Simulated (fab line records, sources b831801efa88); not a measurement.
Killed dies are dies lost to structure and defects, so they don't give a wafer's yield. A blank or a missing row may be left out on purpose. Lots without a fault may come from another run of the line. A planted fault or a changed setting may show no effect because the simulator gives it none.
One fault seen from 2 desks | flow sky130 | each desk has only its own numbers; what lay behind them comes last

THE METROLOGY DESK
What the gauges read, lot by lot, whatever tool the lot ran on: means of the sampled wafers that have a number. A lot is out of limits, marked OUT, if its mean lies more than 4 standard deviations from the usual mean; the brackets give that distance.
Columns: A = cd_nm at SKY_CONTACT_CD_MEAS_14, usual 170.2 nm; B = METAL2_ALCU_RS at SKY_METAL2_RS_MEAS_05, usual 0.1269 ohm/sq; C = METAL2_ALCU_THK at SKY_METAL2_THK_MEAS_06, usual 253 nm
lot  | first seen here | A     | B      | C
L294 | day 32 03:13    | 170.1 | 0.1284 | 249
L297 | day 32 14:16    | 171.1 | 0.1255 | 256
L298 | day 32 23:50    | 168.8 | 0.1255 | 253
L304 | day 34 23:10    | 169.2 | 0.1260 | 255
L306 | day 35 14:37    | 171.0 | 0.1314 | 243
L307 | day 35 23:14    | 173.2 | 0.1307 | 247
L309 | day 36 12:29    | 171.6 | 0.1287 | 253
L310 | day 36 19:11    | 170.0 | 0.1282 | 249
L314 | day 37 16:29    | 169.7 | 0.1266 | 252
L316 | day 38 02:08    | 170.5 | 0.1272 | 252
L317 | day 38 13:38    | 170.2 | 0.1278 | 253
This desk's finding: nothing out of limits on any of the 11 lots.

THE TOOL OWNER'S DESK: pvd_sputter-04
The tool's own readings at SKY_METAL2_SPUTTER_02 (material AlCu, target thk 250 nm, time 13.3 s): means of the sampled wafers that have a number, for each lot that ran on this tool. A lot is out of limits, marked OUT, if its mean lies more than 4 standard deviations from the usual mean; the brackets give that distance.
Columns: A = throttle_valve_pct at SKY_METAL2_SPUTTER_02, usual 30.5 %
lot  | first seen here | A
L294 | day 34 12:27    | 31.4
L297 | day 35 01:02    | 31.1
L298 | day 35 09:17    | 30.7
L306 | day 37 22:44    | 31.1
L307 | day 38 07:16    | 31.1
This desk's finding: nothing out of limits on any of the 5 lots.

PUT TOGETHER
The metrology desk saw nothing out of limits.
The tool owner's desk saw nothing out of limits.

WHAT THE SIMULATOR HAD PUT IN
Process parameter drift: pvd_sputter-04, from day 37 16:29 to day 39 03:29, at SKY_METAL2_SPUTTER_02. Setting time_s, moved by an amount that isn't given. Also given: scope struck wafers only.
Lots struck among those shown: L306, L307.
